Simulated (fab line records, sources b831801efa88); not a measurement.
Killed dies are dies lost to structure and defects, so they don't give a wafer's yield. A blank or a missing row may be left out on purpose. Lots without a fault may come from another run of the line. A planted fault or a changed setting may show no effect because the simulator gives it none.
One fault seen from 2 desks | flow gf180mcu | each desk has only its own numbers; what lay behind them comes last

THE METROLOGY DESK
What the gauges read, lot by lot, whatever tool the lot ran on: means of the sampled wafers that have a number. A lot is out of limits, marked OUT, if its mean lies more than 4 standard deviations from the usual mean; the brackets give that distance.
Columns: A = V1_W_THK at GF_V1_THK_MEAS_25, usual 348 nm
lot  | first seen here | A
L667 | day 18 01:14    | 351
L668 | day 18 12:40    | 355
L669 | day 18 16:34    | 352
L671 | day 19 22:17    | 357
L673 | day 20 08:13    | 340
L676 | day 21 13:13    | 342
L682 | day 23 20:54    | 347
L683 | day 24 05:44    | 345
L685 | day 24 18:31    | 349
L686 | day 24 23:03    | 343
L687 | day 25 07:46    | 346
L688 | day 25 12:44    | 352
L689 | day 25 19:16    | 351
This desk's finding: nothing out of limits on any of the 13 lots.

THE TOOL OWNER'S DESK: lpcvd-02
The tool's own readings at GF_HV_LDD_CVD_56 (deposits Si3N4 from DCS/NH3, target thk 90 nm, time 1543 s): means of the sampled wafers that have a number, for each lot that ran on this tool. A lot is out of limits, marked OUT, if its mean lies more than 4 standard deviations from the usual mean; the brackets give that distance.
Columns: A = susceptor_temp_C at GF_HV_LDD_CVD_56, usual 770.00 C; B = zone_power_centre_pct at GF_HV_LDD_CVD_56, usual 13.5 %
lot  | first seen here | A                 | B
L667 | day 12 09:59    | 769.97            | 12.0
L668 | day 12 19:09    | 770.18            | 15.5
L671 | day 13 15:59    | 770.18            | 15.5
L673 | day 14 08:48    | 772.06 (+7.3) OUT | 12.1
L683 | day 18 00:38    | 769.72            | 12.2
L685 | day 18 12:57    | 769.95            | 15.6
L686 | day 18 18:29    | 770.20            | 15.5
L687 | day 19 04:02    | 770.25            | 15.5
L689 | day 19 16:11    | 770.01            | 12.1
This desk's finding: out of limits on L673; first on L673, day 14 08:48 (susceptor_temp_C at GF_HV_LDD_CVD_56). In limits: L667, L668, L671, L683, L685, L686, L687, L689.

PUT TOGETHER
The tool owner's desk could have raised an alarm at day 14 08:48, on L673.
The metrology desk saw nothing out of limits.
The metrology desk has L673 on record, within its limits.
Of the lots named, all ran GF_HV_LDD_CVD_56 on lpcvd-02.

WHAT THE SIMULATOR HAD PUT IN
Process parameter drift: lpcvd-02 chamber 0, from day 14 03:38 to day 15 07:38, at GF_HV_LDD_CVD_56. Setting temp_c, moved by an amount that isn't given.
Lots struck among those shown: L673.
Hours from the fault's start to each desk's first reading out of limits: the tool owner's desk, 5.
